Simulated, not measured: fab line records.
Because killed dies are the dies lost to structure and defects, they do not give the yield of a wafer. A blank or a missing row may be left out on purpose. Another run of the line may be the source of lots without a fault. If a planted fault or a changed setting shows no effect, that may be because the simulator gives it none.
The same fault as seen by 2 desks || flow gf180mcu || every desk sees just its own numbers, and what lay behind them comes last

## FOR THE TOOL OWNER'S DESK: implanter-03
GF_NSD_IMPLANT_09, tool's own readings: per-lot mean of the sampled wafers with a number, covering each lot this tool ran. Any lot whose mean is over 4 standard deviations away from the usual mean is out of limits and marked OUT; that distance is given in the brackets.
Columns: A = beamOnS at GF_NSD_IMPLANT_09, usual 19.0 s; B = doseIonsCm2 at GF_NSD_IMPLANT_09, usual 4e+15; C = endStationPressureTorr at GF_NSD_IMPLANT_09, usual 1.28e-05 Torr; D = tiltDeg at GF_NSD_IMPLANT_09, usual 7.004 degrees
{"lot": "L415", "first seen here": "day 13 22:16", "A": 17.5, "B": 4e+15, "C": 1.33e-05, "D": 7.020}
{"lot": "L419", "first seen here": "day 15 05:01", "A": 25.5, "B": "6e+15 (+99 or more) OUT", "C": 1.26e-05, "D": 7.016}
{"lot": "L420", "first seen here": "day 15 17:24", "A": 25.7, "B": "6e+15 (+99 or more) OUT", "C": 1.24e-05, "D": 7.033}
{"lot": "L421", "first seen here": "day 16 01:55", "A": 25.1, "B": "6e+15 (+99 or more) OUT", "C": 1.27e-05, "D": 7.024}
{"lot": "L431", "first seen here": "day 19 19:07", "A": 17.3, "B": 4e+15, "C": 1.38e-05, "D": 6.988}
{"lot": "L436", "first seen here": "day 21 11:37", "A": 17.5, "B": 4e+15, "C": 1.38e-05, "D": 6.974}
This desk's verdict: out of limits on L419, L420, L421, starting with L419 at day 15 05:01 (doseIonsCm2 at GF_NSD_IMPLANT_09). In limits: L415, L431, L436.

## METROLOGY DESK
Means of the sampled wafers that have a number, per lot and without regard to the tool the lot ran on: this is what the gauges read. Any lot whose mean is over 4 standard deviations away from the usual mean is out of limits and marked OUT; that distance is given in the brackets.
Columns: A = NSD_RS at GF_PSD_RS_MEAS_14, usual 46.14 ohm/sq; B = M3_OVL at GF_M3_OVL_MEAS_15, usual -1 nm; C = V3_OVL at GF_V3_OVL_MEAS_15, usual 4 nm; D = cdNm at GF_M4_CD_MEAS_14, usual 280.4 nm
{"lot": "L414", "first seen here": "day 14 09:46", "A": 46.16, "B": -6, "C": 4, "D": 280.0}
{"lot": "L415", "first seen here": "day 14 19:15", "A": 46.06, "B": 1, "C": 5, "D": 281.1}
{"lot": "L416", "first seen here": "day 15 02:52", "A": 46.25, "B": -2, "C": 12, "D": 279.6}
{"lot": "L419", "first seen here": "day 16 03:35", "A": "44.66 (-18) OUT", "B": 0, "C": 6, "D": 279.6}
{"lot": "L420", "first seen here": "day 16 16:14", "A": "44.74 (-17) OUT", "B": -8, "C": 9, "D": 281.2}
{"lot": "L421", "first seen here": "day 17 01:02", "A": "44.66 (-18) OUT", "B": 2, "C": 3, "D": 279.5}
{"lot": "L428", "first seen here": "day 19 17:45", "A": 46.09, "B": 0, "C": 6, "D": 280.1}
{"lot": "L431", "first seen here": "day 20 20:25", "A": 46.24, "B": -4, "C": 1, "D": 278.9}
{"lot": "L432", "first seen here": "day 21 00:37", "A": 46.03, "B": -3, "C": 6, "D": 282.4}
{"lot": "L433", "first seen here": "day 21 09:38", "A": 45.97, "B": 1, "C": -1, "D": 280.5}
{"lot": "L435", "first seen here": "day 22 02:16", "A": 46.08, "B": -6, "C": 1, "D": 279.2}
{"lot": "L436", "first seen here": "day 22 11:58", "A": 46.13, "B": 4, "C": 2, "D": 280.3}
This desk's finding: out of limits on L419, L420, L421; first on L419, day 16 03:35 (NSD_RS at GF_PSD_RS_MEAS_14). In limits: L414, L415, L416, L428, L431, L432, L433, L435, L436.

## BROUGHT TOGETHER
An alarm could have come from the tool owner's desk at day 15 05:01, on L419, L420, L421.
The metrology desk could have raised an alarm at day 16 03:35, on L419, L420, L421.
GF_NSD_IMPLANT_09 was run on implanter-03 by each of the lots named.

## WHAT THE SIMULATOR HAD PUT IN
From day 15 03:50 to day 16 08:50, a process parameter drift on implanter-03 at GF_NSD_IMPLANT_09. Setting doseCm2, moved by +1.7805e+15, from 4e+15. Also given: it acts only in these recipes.
Lots struck among those shown: L419, L420, L421.
Counting hours from when the fault started, the first reading out of limits came at 1 for the tool owner's desk and at 24 for the metrology desk.
